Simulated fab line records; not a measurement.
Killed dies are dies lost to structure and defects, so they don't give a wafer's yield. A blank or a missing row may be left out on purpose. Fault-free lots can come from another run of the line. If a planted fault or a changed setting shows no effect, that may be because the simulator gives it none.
A struck lot beside a sound one || flow sfq-line || 14 steps out of a route of 325
Sound: these wafers, L812.2, L812.3, L812.4. Struck: wafer L826.4 (left out: L826.3, L826.5 of the same lot, which were not struck); the cause appears at the end.
Per side, at each step with rows, come the tool, then ch with its chambers, and then its first start. Under that, the readings that differ: sound wafers || struck wafers || difference of the means || sigmas: that difference in standard deviations of wafers without a fault.
alike: readings whose means differ by less than 2 such deviations, and words and numbers that are the same on both sides. not compared: withheld readings, readings that some wafer has no value for, bounds like >300 that may hide the same value, and numbers for which the record gives no deviation and whose values overlap.
Wherever a step has rows on one side only, a row that says differs or no value, or a row with sigmas, the two part there. Numbers that don't overlap but have no deviation are shown without sigmas and don't part them. A reading missing from all wafers of one side parts the sides only when that side holds two or more wafers.

first, 6 steps without rows for these wafers: SFQ_TRILAYER_M1_LITHO_COAT_044 (resist thk 62 nm); SFQ_TRILAYER_M1_LITHO_COAT_039 (resist thk 600 nm); SFQ_TRILAYER_M1_LITHO_SOFTBAKE_043; SFQ_TRILAYER_M1_LITHO_EXPOSE_040 (exposes mask M1, target cd 500 nm); SFQ_TRILAYER_M1_LITHO_PEB_042 (peb time 60 s); SFQ_TRILAYER_M1_LITHO_DEVELOP_041 (time 60 s).
SFQ_M1_OVL_MEAS_911:
  sound on overlay-01 at day 24 12:37; struck on overlay-02 at day 29 07:17
{"reading": "M1_OVL (nm)", "sound": "14 10 12", "struck": -6, "difference": -18, "sigmas": -3}
SFQ_TRILAYER_M1_BARC_OPEN_METAL_ETCH_054: etches BARC in O2, target depth 125 nm, time 41.7 s.
  sound on rie-metal-02 ch 0, day 24 12:40; struck on rie-metal-03 ch 0, day 29 07:20
{"reading": "drypump-motor-current-A (A)", "sound": "5.1 5.1 5.1", "struck": 6.0, "difference": "+0.9", "sigmas": "+2"}
  alike: chamber-pressure-mTorr, oes-product-au
  not compared: rf-hours-counter-h
SFQ_TRILAYER_M1_ETCH_METAL_ETCH_042: etches Nb in Cl2/Ar, stops on SiO2, target depth 240 nm, time 120 s.
  sound on rie-metal-02 ch 0, day 24 12:48; struck on rie-metal-03 ch 0, day 29 07:25
{"reading": "drypump-motor-current-A (A)", "sound": "5.1 5.1 5.0", "struck": 6.0, "difference": "+0.9", "sigmas": "+2"}
  alike: chamber-pressure-mTorr, oes-product-au
  not compared: rf-hours-counter-h
SFQ_TRILAYER_M1_STRIP_STRIP_043: strips in O2.
  sound on rie-metal-02 ch 0, day 24 13:13; struck on rie-metal-03 ch 0, day 29 07:42
{"reading": "drypump-motor-current-A (A)", "sound": "5.0 5.0 5.1", "struck": 6.0, "difference": "+1.0", "sigmas": "+2"}
{"reading": "oes-product-au (a.u.)", "sound": "0.994 1.000 0.991", "struck": 1.016, "difference": "+0.021", "sigmas": "+2"}
  alike: chamber-pressure-mTorr
  not compared: rf-hours-counter-h
then, 1 step without rows for these wafers: SFQ_TRILAYER_M1_STRIP_SOLV_CLEAN_044 (cleans in NMP, time 600 s).
SFQ_TRILAYER_I1_DEP_PECVD_045: deposits SiO2 from SiH4/N2O, time 111.11 s, target thk 500 nm.
  sound on pecvd-01 ch 0,1, day 24 14:23; struck on pecvd-03 ch 1, day 29 08:16
  alike: chamber-pressure-Torr, heater-power-outer-w, heater-power-w, throttle-valve-pct
SFQ_TRILAYER_I1_CMP_CMP_046: polishes SiO2.
  sound on cmp-02 ch 1,2,3, day 24 14:28; struck on cmp-01 ch 2, day 29 10:39
{"reading": "platen-rpm (rpm)", "sound": "60.03 60.00 60.08", "struck": 66.00, "difference": "+5.96", "sigmas": "+99 or more"}
{"reading": "slurry-flow-ml-min", "sound": "150.8 150.0 150.8", "struck": 149.1, "difference": -1.4, "sigmas": -3}
{"reading": "time-to-endpoint-s (s)", "sound": "205 209 223", "struck": 195, "difference": -17, "sigmas": -2}
  alike: edge-zone-pressure-frac, motor-current-A
SFQ_I1_BOW_MEAS_912:
  sound on film-metro-01 at day 24 17:29; struck on film-metro-02 at day 29 13:11
  alike: I1_BOW

WHERE THEY PART
Last at SFQ_TRILAYER_I1_CMP_CMP_046 as far as this record goes, first at SFQ_M1_OVL_MEAS_911. Later steps at which nothing parts them and some readings are alike: SFQ_I1_BOW_MEAS_912.

WHY: what had been put in by the simulator
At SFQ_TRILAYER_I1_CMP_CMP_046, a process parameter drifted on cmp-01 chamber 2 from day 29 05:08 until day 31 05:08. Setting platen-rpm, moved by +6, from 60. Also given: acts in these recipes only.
